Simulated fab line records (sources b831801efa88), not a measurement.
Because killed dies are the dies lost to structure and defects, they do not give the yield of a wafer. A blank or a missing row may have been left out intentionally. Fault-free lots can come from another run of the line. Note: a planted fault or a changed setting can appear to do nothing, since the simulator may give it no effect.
Chamber matching | flow sky130 | 4 sister chambers for SKY_VIA2_CMP_24 on cmp-02
The step polishes, stops on SiO2, t overpolish 20 s, target thk 0 nm. 14 wafers are shown with their chamber, then 7 later ones without.

== WAFERS PAIRED WITH THEIR CHAMBERS ==
wafer  | chamber | motorCurrentA (A) | timeToEndpointS (s) | overpolishRunS (s)
L149.1 | 1       | 12.9              | 106                 | 19.992
L149.3 | 3       | 12.1              | 100                 | 20.009
L149.6 | 2       | 11.9              | 99                  | 20.002
L151.1 | 1       | 12.5              | 104                 | 20.021
L151.4 | 0       | 11.4              | 102                 | 19.999
L151.6 | 3       | 13.0              | 104                 | 19.977
L160.1 | 2       | 12.2              | 98                  | 20.009
L160.3 | 0       | 11.3              | 96                  | 20.002
L160.4 | 1       | 13.3              | 102                 | 19.985
L163.1 | 1       | 12.9              | 102                 | 19.991
L163.2 | 3       | 11.8              | 93                  | 19.988
L163.3 | 2       | 12.4              | 97                  | 20.004
L164.1 | 1       | 11.9              | 102                 | 19.997
L164.2 | 0       | 11.1              | 95                  | 20.007

SIGNATURES, as means of the wafers listed above
reading         | chamber 0 | chamber 1 | chamber 2 | chamber 3 | scatter within a chamber
motorCurrentA   | 11.267    | 12.700    | 12.167    | 12.300    | 0.455
timeToEndpointS | 97.67     | 103.20    | 98.00     | 99.00     | 3.25
overpolishRunS  | 20.00267  | 19.99720  | 20.00500  | 19.99133  | 0.0117
Rule: distance of a wafer from a chamber = root of the sum over the readings of ((wafer's reading minus chamber's mean) / reading's scatter) squared. The wafer belongs to the nearest chamber; if the next one is less than 2 further off, it can't be placed. How the scatter is found: for the shown wafers, subtract from each reading the mean of its chamber, square and add these, divide the total by (wafers less chambers), then take the root.

== WAFERS MISSING THEIR CHAMBER ==
wafer  | motorCurrentA (A) | timeToEndpointS (s) | overpolishRunS (s)
L164.5 | 12.7              | 100                 | 20.000
L170.1 | 11.4              | 98                  | 20.004
L170.2 | 12.5              | 102                 | 20.008
L170.4 | 12.8              | 105                 | 20.003
L171.4 | 11.2              | 97                  | 19.996
L171.5 | 12.1              | 104                 | 19.987
L171.6 | 11.9              | 99                  | 20.001

== WHICH CHAMBER EACH WENT THROUGH ==
wafer  | from the rows above               | in truth
L164.5 | can't be placed: 1 or 3 or 2      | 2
L170.1 | can't be placed: 0 or 2 or 3      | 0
L170.2 | can't be placed: 1 or 2 or 3 or 0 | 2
L170.4 | can't be placed: 1 or 3 or 2      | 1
L171.4 | can't be placed: 0 or 2 or 3      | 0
L171.5 | can't be placed: 1 or 3 or 2 or 0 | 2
L171.6 | can't be placed: 2 or 3 or 0 or 1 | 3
0 of 7 placed correctly. Can't be placed from these rows: 7 (the true chamber is among the candidates in 7). Number placed wrongly: 0.
